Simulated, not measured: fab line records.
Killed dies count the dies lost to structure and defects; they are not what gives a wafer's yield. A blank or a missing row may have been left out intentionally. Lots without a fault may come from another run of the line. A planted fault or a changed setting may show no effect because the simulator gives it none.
fab line records	flow sky130
record lots=15	wafers=45	last_day=50
route steps=708 shown FIELD_ISO@18 VT_ADJUST_HVTR@141 LDD_P@263 CAP2M@605
lots with no fault: from the same line, run without faults
start_h: the number of hours between the record's first day and the start of the first shown wafer of the lot	wait_h: time in hours since the lot's previous step	" identical to the entry in the row above	L1.1+2: one row covering several wafers at once	- no value, or no start given	* or withheld: withheld	< > ~ a bound
route shown NAME@n: names a module that has steps shown in the file, with the first one's number in the route	usual: mean/standard deviation taken from wafers without a fault	same: alike in all rows	chamber/n: place in a boat	sites: each site's reading	_std_site: their standard deviation	_edge_site: inner sites' mean taken away from outer sites' mean	radius_mm: for every site, how far away it sits from the centre of the wafer	mask NAME#n: copy n	behind: the tool/chamber that last shaped the wafer	hold: the reason the lot was held/the length of the hold in hours/how it ended	device: whichever transistor did not switch (one of n, p or np)	end of line: the same wafers' tests at the end of the route	step lacking rows: just its recipe	killed: at the first sort, the dies lost to defects and structure; wafer yield is something else	map: dies across one wafer; x = killed, . = not, _ = none there
set.NAME: the setting as run; set.NAME@STEP: as run at that earlier step	model.NAME: the simulator's own value behind a step, which no gauge read
one table for each step of the route and one row for each wafer, over a sample of lots
services: a tool's chamber out of use, with start hour (start_h, from the record's first day; less than 0 if before it), hours out, and reason
## steps
# step SKY_FIELD_ISO_ETCH_17
# recipe target_depth_a=3420	mask_material=Si3N4	chemistry=HBr/Cl2/O2	target=Si	taper_deg=5	icp_w=600	bias_w=150	pressure_mtorr=15	HBr_flow_sccm=150	Cl2_flow_sccm=40	O2_flow_sccm=6	time_s=97.7
# usual HBr_flow_sccm=150.1/0.45	drypump_motor_current_A=5.6/0.41	oes_product_au=1.000/0.008	throttle_valve_pct=25.656/0.01
lot.wafer	tool	chamber	start_h	wait_h	HBr_flow_sccm	drypump_motor_current_A	oes_product_au	rf_hours_counter_h	throttle_valve_pct
L257.1	rie_si-02	3	28.66	0.1	148.9	6.0	0.982	111	25.648
L257.4	"	2	"	"	150.0	5.8	0.994	1	25.667
L257.6	"	3	"	"	148.9	5.9	0.996	-	25.669
L260.2	rie_si-02	3	45.81	0.1	150.3	6.0	0.989	111	25.666
L260.3	"	0	"	"	150.0	5.1	0.997	0	25.656
L260.5	"	2	"	"	149.0	5.8	1.002	-	25.677
L262.2	rie_si-01	1	56.37	0.1	150.2	6.1	1.000	2	25.660
L262.3	"	3	"	"	149.8	6.0	1.015	35	25.658
L262.5	"	2	"	"	149.7	5.5	0.995	-	25.665
L263.1	rie_si-01	2	59.12	0.1	150.1	5.5	0.997	40	25.641
L263.2	"	0	"	"	149.9	5.1	1.001	79	25.643
L263.4	"	1	"	"	150.9	6.1	1.000	2	25.653
L264.2	rie_si-02	0	65.02	0.1	150.3	5.1	1.001	1	25.661
L264.3	"	1	"	"	150.0	5.2	0.993	79	25.667
L264.4	"	2	"	"	149.6	5.8	0.994	1	25.646
L265.2	rie_si-02	1	72.06	0.1	150.1	5.2	1.007	79	25.653
L265.3	"	2	"	"	150.1	5.8	0.993	2	25.643
L265.6	"	1	"	"	150.0	5.2	0.999	-	25.646
L266.2	rie_si-02	3	77.47	0.1	149.8	6.0	0.997	112	25.648
L266.3	"	2	"	"	150.0	5.8	0.997	2	25.657
L266.6	"	3	"	"	149.5	5.9	1.005	-	25.658
L268.1	rie_si-02	0	88.21	0.1	149.9	5.0	0.993	1	25.641
L268.5	"	1	"	"	150.6	5.1	1.002	-	25.642
L268.6	"	2	"	"	150.0	5.8	0.998	-	25.668
L269.3	rie_si-02	3	95.31	0.0	150.0	5.9	0.985	112	25.671
L269.4	"	0	"	"	149.8	5.1	0.996	1	25.671
L269.6	"	1	"	"	149.8	5.2	0.987	-	25.654
L275.2	rie_si-01	1	130.22	0.1	149.8	6.1	1.003	2	25.650
L275.4	"	0	"	"	149.8	5.1	1.015	-	25.641
L275.6	"	2	"	"	150.1	5.6	0.994	-	25.672
L274.2	rie_si-02	1	131.16	0.1	150.2	5.1	1.010	80	25.657
L274.3	"	3	"	"	150.3	6.0	0.997	112	25.669
L274.6	"	3	"	"	149.6	6.0	0.995	-	25.652
L276.1	rie_si-01	3	138.32	0.1	149.3	5.9	1.014	36	25.649
L276.5	"	2	"	"	150.2	5.6	1.003	-	25.648
L276.6	"	1	"	"	149.7	6.1	0.997	-	25.647
L277.1	rie_si-02	3	138.70	0.1	150.2	6.0	1.001	112	25.651
L277.2	"	0	"	"	150.8	5.1	1.015	1	25.646
L277.5	"	1	"	"	149.6	5.1	1.013	-	25.660
L279.1	rie_si-01	0	144.85	0.1	150.3	5.1	0.998	79	25.662
L279.3	"	3	"	"	149.6	5.9	1.015	36	25.646
L279.4	"	1	"	"	149.5	6.2	0.995	3	25.662
L280.2	rie_si-02	0	149.81	0.1	150.0	5.1	1.002	1	25.644
L280.5	"	3	"	"	149.9	5.9	1.005	-	25.661
L280.6	"	1	"	"	150.9	5.2	0.997	-	25.656
# step SKY_VT_ADJUST_HVTR_STRIP_10
# recipe chemistry=O2/N2	power_w=1400	pressure_mtorr=1500	platen_temp_c=withheld	o2_flow_sccm=3000	n2_flow_sccm=300	overash_fraction=0.5
# usual drypump_motor_current_A=5.9/0.47	oes_product_au=0.716/0.0051	strip_time_to_endpoint_s=14.18/0.037
lot.wafer	tool	chamber	start_h	wait_h	drypump_motor_current_A	oes_product_au	rf_hours_counter_h	strip_time_to_endpoint_s
L257.1	plasma_asher-01	1	201.54	0.1	5.7	0.719	39	14.21
L257.4	"	0	"	"	5.1	0.699	-	14.19
L257.6	"	1	"	"	5.7	0.721	-	14.24
L260.2	plasma_asher-01	0	224.29	0.1	5.1	0.718	41	14.15
L260.3	"	0	"	"	5.1	0.711	-	14.13
L260.5	"	0	"	"	5.1	0.717	-	14.13
L262.2	plasma_asher-01	1	237.98	0.1	5.8	0.711	43	14.15
L262.3	"	1	"	"	5.7	0.720	-	14.10
L262.5	"	0	"	"	5.1	0.716	-	14.15
L263.1	plasma_asher-03	0	240.04	0.1	6.5	0.718	52	14.23
L263.2	"	1	"	"	5.8	0.716	52	14.21
L263.4	"	0	"	"	6.5	0.715	-	14.27
L264.2	plasma_asher-03	1	250.89	0.1	5.8	0.715	53	14.25
L264.3	"	0	"	"	6.5	0.711	-	14.22
L264.4	"	1	"	"	5.8	0.716	-	14.23
L265.2	plasma_asher-02	1	260.89	0.1	6.1	0.709	57	14.14
L265.3	"	0	"	"	5.3	0.714	-	14.22
L265.6	"	1	"	"	6.1	0.722	-	14.18
L266.2	plasma_asher-01	1	269.54	0.1	5.7	0.715	46	14.16
L266.3	"	1	"	"	5.7	0.719	-	14.18
L266.6	"	1	"	"	5.7	0.722	-	14.20
L268.1	plasma_asher-03	1	282.74	0.1	5.8	0.718	57	14.21
L268.5	"	0	"	"	6.5	0.712	-	14.22
L268.6	"	1	"	"	5.8	0.715	-	14.21
L269.3	plasma_asher-02	0	293.22	0.1	5.3	0.714	-	14.13
L269.4	"	1	"	"	6.1	0.717	-	14.13
L269.6	"	0	"	"	5.3	0.717	-	14.16
L275.2	plasma_asher-02	1	346.59	0.1	6.1	0.712	64	14.24
L275.4	"	0	"	"	5.3	0.715	-	14.22
L275.6	"	1	"	"	6.1	0.704	-	14.24
L274.2	plasma_asher-03	1	347.48	0.1	5.8	0.715	63	14.18
L274.3	"	0	"	"	6.4	0.711	-	14.16
L274.6	"	0	"	"	6.4	0.726	-	14.16
L276.1	plasma_asher-01	0	357.49	0.1	5.1	0.721	55	14.20
L276.5	"	0	"	"	5.1	0.722	-	14.18
L276.6	"	1	"	"	5.7	0.718	-	14.28
L277.1	plasma_asher-03	0	358.03	0.1	6.5	0.724	64	14.22
L277.2	"	1	"	"	5.8	0.717	64	14.22
L277.5	"	1	"	"	5.8	0.716	-	14.20
L279.1	plasma_asher-03	0	366.68	0.1	6.5	0.725	65	14.23
L279.3	"	1	"	"	5.8	0.726	-	14.21
L279.4	"	0	"	"	6.5	0.713	-	14.20
L280.2	plasma_asher-03	0	373.59	0.1	6.5	0.718	65	14.15
L280.5	"	1	"	"	5.8	0.717	-	14.15
L280.6	"	0	"	"	6.5	0.707	-	14.18
# step SKY_LDD_P_OVL_MEAS_08
# usual LDD_P_OVL=0.2/1.5
lot.wafer	tool	chamber	start_h	wait_h	LDD_P_OVL[nm]
L257.1	overlay-02	-	430.28	0.1	0.2
L257.4	"	-	"	"	-1.5
L257.6	"	-	"	"	-0.5
L260.2	overlay-01	-	457.25	0.1	2.3
L260.3	"	-	"	"	1.8
L260.5	"	-	"	"	1.4
L262.2	overlay-01	-	481.06	0.1	-1.5
L262.3	"	-	"	"	-0.9
L262.5	"	-	"	"	-0.6
L263.1	overlay-02	-	481.71	0.1	-0.4
L263.2	"	-	"	"	-0.7
L263.4	"	-	"	"	-1.1
L264.2	overlay-01	-	495.60	0.1	-0.7
L264.3	"	-	"	"	-0.3
L264.4	"	-	"	"	-0.5
L265.2	overlay-02	-	507.06	0.1	0.3
L265.3	"	-	"	"	1.1
L265.6	"	-	"	"	1.1
L266.2	overlay-01	-	516.75	0.1	0.8
L266.3	"	-	"	"	1.0
L266.6	"	-	"	"	-0.2
L268.1	overlay-02	-	532.14	0.1	-2.0
L268.5	"	-	"	"	-0.8
L268.6	"	-	"	"	-0.6
L269.3	overlay-02	-	544.36	0.1	2.3
L269.4	"	-	"	"	-3.2
L269.6	"	-	"	"	-1.9
L275.2	overlay-02	-	597.91	0.1	0.3
L275.4	"	-	"	"	0.7
L275.6	"	-	"	"	0.4
L274.2	overlay-02	-	601.46	0.1	3.2
L274.3	"	-	"	"	0.2
L274.6	"	-	"	"	0.6
L276.1	overlay-02	-	611.45	0.1	0.8
L276.5	"	-	"	"	2.9
L276.6	"	-	"	"	-0.3
L277.1	overlay-02	-	612.55	0.1	3.2
L277.2	"	-	"	"	0.3
L277.5	"	-	"	"	1.5
L279.1	overlay-02	-	626.64	0.1	-1.0
L279.3	"	-	"	"	-3.7
L279.4	"	-	"	"	-0.5
L280.2	overlay-01	-	629.71	0.1	2.9
L280.5	"	-	"	"	0.8
L280.6	"	-	"	"	1.6
# step SKY_CAP2M_SPUTTER_02
# recipe material=TiN	target_thk_nm=200	temp_c=300	power_w=6500	time_s=166.7	chamber_pressure_pa=0.4
# usual cathode_dc_power_W=6499.9/1.2	chamber_pressure_pa=0.4000/0.00089	substrate_temp_c=300.01/0.21	throttle_valve_pct=31.0/1.2
lot.wafer	tool	chamber	start_h	wait_h	cathode_dc_power_W	chamber_pressure_pa	substrate_temp_c	throttle_valve_pct
L257.1	pvd_sputter-03	-	926.55	0.1	6501.2	0.4004	300.14	28.9
L257.4	"	-	"	"	6499.3	0.4007	299.57	29.5
L257.6	"	-	"	"	6500.5	0.4005	299.74	29.5
L260.2	pvd_sputter-04	-	949.99	0.0	6500.7	0.3997	299.76	32.5
L260.3	"	-	"	"	6498.5	0.4013	299.82	32.4
L260.5	"	-	"	"	6500.1	0.4010	299.92	32.5
L262.2	pvd_sputter-03	-	969.23	0.0	6500.1	0.3997	299.98	29.7
L262.3	"	-	"	"	6499.4	0.3993	300.13	32.5
L262.5	"	-	"	"	6500.2	0.3998	299.99	29.8
L263.1	pvd_sputter-02	-	970.83	0.1	6502.0	0.3997	299.86	30.0
L263.2	"	-	"	"	6499.8	0.4008	299.87	30.5
L263.4	"	-	"	"	6499.7	0.4012	300.12	29.2
L264.2	pvd_sputter-04	-	979.39	0.0	6500.1	0.3990	300.21	31.0
L264.3	"	-	"	"	6501.4	0.3986	300.21	32.3
L264.4	"	-	"	"	6499.6	0.4006	299.65	32.4
L265.2	pvd_sputter-04	-	988.87	0.0	6499.1	0.4015	299.96	31.1
L265.3	"	-	"	"	6497.4	0.3983	300.06	32.3
L265.6	"	-	"	"	6501.3	0.3993	300.38	32.1
L266.2	pvd_sputter-04	-	996.89	0.0	6499.6	0.4002	300.05	32.5
L266.3	"	-	"	"	6500.0	0.3983	299.78	32.2
L266.6	"	-	"	"	6500.2	0.3985	299.87	32.4
L268.1	pvd_sputter-02	-	1010.22	0.1	6500.5	0.4006	300.06	32.8
L268.5	"	-	"	"	6501.0	0.4001	299.85	30.3
L268.6	"	-	"	"	6500.8	0.4016	299.76	32.8
L269.3	pvd_sputter-03	-	1014.39	0.0	6501.7	0.4016	300.06	28.5
L269.4	"	-	"	"	6499.2	0.4000	299.71	30.7
L269.6	"	-	"	"	6501.7	0.4005	300.11	32.4
L275.2	pvd_sputter-03	-	1057.48	0.0	-	-	-	-
L275.4	"	-	"	"	-	-	-	-
L275.6	"	-	"	"	-	-	-	-
L274.2	pvd_sputter-03	-	1061.37	0.0	-	-	-	-
L274.3	"	-	"	"	-	-	-	-
L274.6	"	-	"	"	-	-	-	-
L276.1	pvd_sputter-02	-	1067.23	0.1	-	-	-	-
L276.5	"	-	"	"	-	-	-	-
L276.6	"	-	"	"	-	-	-	-
L277.1	pvd_sputter-02	-	1070.99	0.1	6500.1	0.3993	300.02	30.1
L277.2	"	-	"	"	6499.4	0.3993	300.29	29.4
L277.5	"	-	"	"	6498.7	0.4005	300.13	32.7
L279.1	pvd_sputter-04	-	1078.13	0.1	6500.1	0.4003	300.18	32.3
L279.3	"	-	"	"	6502.0	0.3989	299.87	31.0
L279.4	"	-	"	"	6500.0	0.3992	300.31	30.9
L280.2	pvd_sputter-04	-	1081.88	0.0	6498.4	0.3989	299.88	32.5
L280.5	"	-	"	"	6499.2	0.3989	300.00	30.6
L280.6	"	-	"	"	6498.5	0.4000	300.01	30.9
# step SKY_CAP2M_RS_MEAS_03
# recipe thk_meas_gauge=four-point-probe	reads=TiN_of_CAP2M_SPUTTER_02
# usual CAP2M_TIN_RS=6.89/0.073
lot.wafer	tool	chamber	start_h	wait_h	CAP2M_TIN_RS[ohm/sq]
L257.1	film_metro-03	-	926.66	0.1	6.86
L257.4	"	-	"	"	6.91
L257.6	"	-	"	"	6.88
L260.2	film_metro-03	-	950.12	0.1	6.83
L260.3	"	-	"	"	6.91
L260.5	"	-	"	"	6.82
L262.2	film_metro-02	-	969.36	0.1	6.92
L262.3	"	-	"	"	6.90
L262.5	"	-	"	"	6.95
L263.1	film_metro-01	-	970.94	0.1	6.89
L263.2	"	-	"	"	6.94
L263.4	"	-	"	"	6.95
L264.2	film_metro-03	-	979.52	0.1	6.90
L264.3	"	-	"	"	6.90
L264.4	"	-	"	"	6.91
L265.2	film_metro-02	-	989.00	0.1	6.81
L265.3	"	-	"	"	6.82
L265.6	"	-	"	"	6.84
L266.2	film_metro-02	-	997.02	0.1	6.83
L266.3	"	-	"	"	6.88
L266.6	"	-	"	"	6.85
L268.1	film_metro-02	-	1010.33	0.1	6.89
L268.5	"	-	"	"	6.92
L268.6	"	-	"	"	6.99
L269.3	film_metro-03	-	1014.54	0.1	6.85
L269.4	"	-	"	"	6.85
L269.6	"	-	"	"	6.85
L275.2	film_metro-01	-	1057.61	0.1	-
L275.4	"	-	"	"	-
L275.6	"	-	"	"	-
L274.2	film_metro-02	-	1061.49	0.1	-
L274.3	"	-	"	"	-
L274.6	"	-	"	"	-
L276.1	film_metro-03	-	1067.34	0.1	-
L276.5	"	-	"	"	-
L276.6	"	-	"	"	-
L277.1	film_metro-02	-	1071.10	0.1	6.86
L277.2	"	-	"	"	6.86
L277.5	"	-	"	"	6.88
L279.1	film_metro-02	-	1078.24	0.1	6.87
L279.3	"	-	"	"	6.84
L279.4	"	-	"	"	6.82
L280.2	film_metro-02	-	1082.01	0.1	6.79
L280.5	"	-	"	"	6.82
L280.6	"	-	"	"	6.78
# step SKY_CAP2M_THK_MEAS_04
# recipe thk_meas_gauge=xrf	reads=TiN_of_CAP2M_SPUTTER_02
# usual CAP2M_TIN_THK=199.1/2.4
lot.wafer	tool	chamber	start_h	wait_h	CAP2M_TIN_THK[nm]
L257.1	film_metro-03	-	926.78	0.1	199.1
L257.4	"	-	"	"	198.2
L257.6	"	-	"	"	198.7
L260.2	film_metro-03	-	950.23	0.1	199.8
L260.3	"	-	"	"	197.6
L260.5	"	-	"	"	199.5
L262.2	film_metro-02	-	969.47	0.1	198.3
L262.3	"	-	"	"	198.7
L262.5	"	-	"	"	197.9
L263.1	film_metro-01	-	971.06	0.1	199.0
L263.2	"	-	"	"	197.5
L263.4	"	-	"	"	196.9
L264.2	film_metro-03	-	979.63	0.1	198.7
L264.3	"	-	"	"	198.2
L264.4	"	-	"	"	198.3
L265.2	film_metro-02	-	989.11	0.1	202.6
L265.3	"	-	"	"	202.2
L265.6	"	-	"	"	200.4
L266.2	film_metro-02	-	997.13	0.1	201.7
L266.3	"	-	"	"	200.0
L266.6	"	-	"	"	200.9
L268.1	film_metro-02	-	1010.45	0.1	198.4
L268.5	"	-	"	"	197.2
L268.6	"	-	"	"	195.5
L269.3	film_metro-03	-	1014.64	0.1	200.6
L269.4	"	-	"	"	200.5
L269.6	"	-	"	"	201.7
L275.2	film_metro-01	-	1057.72	0.1	<0.0
L275.4	"	-	"	"	<0.0
L275.6	"	-	"	"	<0.0
L274.2	film_metro-02	-	1061.60	0.1	<0.0
L274.3	"	-	"	"	<0.0
L274.6	"	-	"	"	<0.0
L276.1	film_metro-03	-	1067.46	0.1	<0.0
L276.5	"	-	"	"	<0.0
L276.6	"	-	"	"	<0.0
L277.1	film_metro-02	-	1071.22	0.1	200.7
L277.2	"	-	"	"	199.5
L277.5	"	-	"	"	198.1
L279.1	film_metro-02	-	1078.36	0.1	199.4
L279.3	"	-	"	"	201.2
L279.4	"	-	"	"	200.3
L280.2	film_metro-02	-	1082.12	0.1	202.4
L280.5	"	-	"	"	201.5
L280.6	"	-	"	"	203.4
# step SKY_CAP2M_METAL_ETCH_13
# recipe target_depth_nm=220	stop_on=SiO2	chemistry=Cl2/BCl3	target=TiN	pressure_mtorr=10	icp_w=900	bias_w=48.5	Cl2_flow_sccm=60	bcl3_flow_sccm=30	time_s=62.9
# usual drypump_motor_current_A=5.9/0.33	oes_product_au=0.943/0.0075	throttle_valve_pct=21.902/0.0097
lot.wafer	tool	chamber	start_h	wait_h	drypump_motor_current_A	oes_product_au	rf_hours_counter_h	throttle_valve_pct
L257.1	rie_metal-04	1	951.57	0.0	5.8	0.955	11	21.902
L257.4	"	0	"	"	5.4	0.929	-	21.911
L257.6	"	1	"	"	5.8	0.948	-	21.909
L260.2	rie_metal-03	0	973.89	0.0	6.3	0.945	1	21.886
L260.3	"	1	"	"	5.5	0.944	-	21.902
L260.5	"	0	"	"	6.3	0.947	-	21.906
L262.2	rie_metal-03	1	993.11	0.0	5.5	0.943	3	21.885
L262.3	"	0	"	"	6.3	0.949	-	21.905
L262.5	"	0	"	"	6.3	0.936	-	21.910
L263.1	rie_metal-01	0	993.94	0.0	6.2	0.944	15	21.893
L263.2	"	1	"	"	6.0	0.942	10	21.910
L263.4	"	1	"	"	6.0	0.931	-	21.912
L264.2	rie_metal-04	1	1003.27	0.0	5.8	0.937	14	21.896
L264.3	"	0	"	"	5.4	0.950	-	21.911
L264.4	"	1	"	"	5.9	0.944	-	21.906
L265.2	rie_metal-04	1	1011.86	0.0	5.8	0.946	-	21.890
L265.3	"	1	"	"	5.8	0.952	-	21.904
L265.6	"	1	"	"	5.8	0.952	-	21.906
L266.2	rie_metal-01	0	1020.17	0.0	6.2	0.936	18	21.910
L266.3	"	1	"	"	6.0	0.940	-	21.911
L266.6	"	0	"	"	6.2	0.947	-	21.909
L268.1	rie_metal-01	1	1032.79	0.0	6.0	0.945	14	21.910
L268.5	"	0	"	"	6.2	0.942	-	21.904
L268.6	"	1	"	"	6.0	0.934	-	21.930
L269.3	rie_metal-04	1	1036.71	0.0	5.8	0.944	-	21.901
L269.4	"	0	"	"	5.4	0.940	-	21.895
L269.6	"	0	"	"	5.3	0.939	-	21.898
L275.2	rie_metal-01	0	1079.47	0.0	6.2	0.383	21	22.273
L275.4	"	1	"	"	6.0	0.374	-	22.272
L275.6	"	1	"	"	6.0	0.378	-	22.255
L274.2	rie_metal-03	0	1083.26	0.0	6.3	0.371	5	22.250
L274.3	"	1	"	"	5.6	0.376	-	22.272
L274.6	"	1	"	"	5.5	0.374	-	22.277
L276.1	rie_metal-01	0	1088.62	0.0	6.2	0.391	22	22.274
L276.5	"	1	"	"	6.0	0.377	-	22.271
L276.6	"	0	"	"	6.2	0.367	-	22.258
L277.1	rie_metal-03	0	1091.36	0.0	6.3	0.943	6	21.904
L277.2	"	1	"	"	5.5	0.951	8	21.908
L277.5	"	1	"	"	5.5	0.942	-	21.900
L279.1	rie_metal-01	1	1099.12	0.0	6.0	0.949	18	21.895
L279.3	"	0	"	"	6.2	0.944	-	21.895
L279.4	"	1	"	"	6.0	0.948	-	21.884
L280.2	rie_metal-03	1	1102.56	0.0	5.5	0.957	8	21.894
L280.5	"	0	"	"	6.3	0.946	-	21.906
L280.6	"	1	"	"	5.5	0.952	-	21.902
## services
tool	chamber	start_h	hours	kind
plasma_asher-03	-	8.95	28.1	pm
rie_si-02	1	44.74	3.2	repair
rie_si-02	-	48.92	14.6	pm
rie_si-02	3	98.93	8.6	repair
rie_si-02	2	119.52	49.3	repair
plasma_asher-03	-	230.10	2.5	repair
rie_si-02	3	235.22	2.8	repair
plasma_asher-03	-	332.09	1.1	repair
plasma_asher-03	-	381.36	2.0	repair
rie_si-02	3	393.40	7.5	repair
rie_si-02	0	467.79	14.8	repair
rie_si-02	3	490.32	6.1	repair
rie_si-02	1	490.84	6.6	repair
plasma_asher-03	-	501.43	2.8	pm
rie_si-02	-	669.07	2.8	pm
rie_si-02	1	676.10	3.4	repair
plasma_asher-03	-	733.75	9.0	pm
rie_si-02	-	766.68	0.2	repair
rie_si-02	1	783.30	6.1	repair
plasma_asher-03	-	810.13	3.1	repair
rie_si-02	-	891.54	0.1	repair
plasma_asher-03	-	926.97	3.4	repair
rie_si-02	-	981.01	0.2	repair
rie_si-02	0	1094.18	1.1	repair
## key
first_sign step=SKY_CAP2M_SPUTTER_02	reading=tool_record	direction=missing
effect step=SKY_CAP2M_RS_MEAS_03	reading=CAP2M_TIN_RS	direction=missing
effect step=SKY_CAP2M_THK_MEAS_04	reading=CAP2M_TIN_THK	direction=down	sigmas=84	usual=199.1	struck=<0.0
effect step=SKY_CAP2M_METAL_ETCH_13	reading=oes_product_au	direction=down	sigmas=75	usual=0.943	struck=0.377
met_at SKY_CAP2M_SPUTTER_02
struck_lots L274,L275,L276
later_rows_left_out L274.2,L274.3,L274.6,L275.2,L275.4,L275.6,L276.1,L276.5,L276.6
sort_left_out L274.2,L274.3,L274.6,L275.2,L275.4,L275.6,L276.1,L276.5,L276.6
not_acting_at SKY_FIELD_ISO_ETCH_17,SKY_VT_ADJUST_HVTR_STRIP_10,SKY_LDD_P_OVL_MEAS_08
onset_between 1014.39 1057.48
fault kind=skipped_step_whole	tool=pvd_sputter-02,pvd_sputter-03	chamber=-	onset_h=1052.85	steps=SKY_CAP2M_SPUTTER_02	scope=struck_lots_only
# sort_left_out: the simulated sort isn't trusted on such a fault, so these wafers' sort isn't shown, and their yield isn't known
# later_rows_left_out: the simulator's readings of these wafers behind a module that went badly wrong aren't trusted and aren't shown, but for the sort
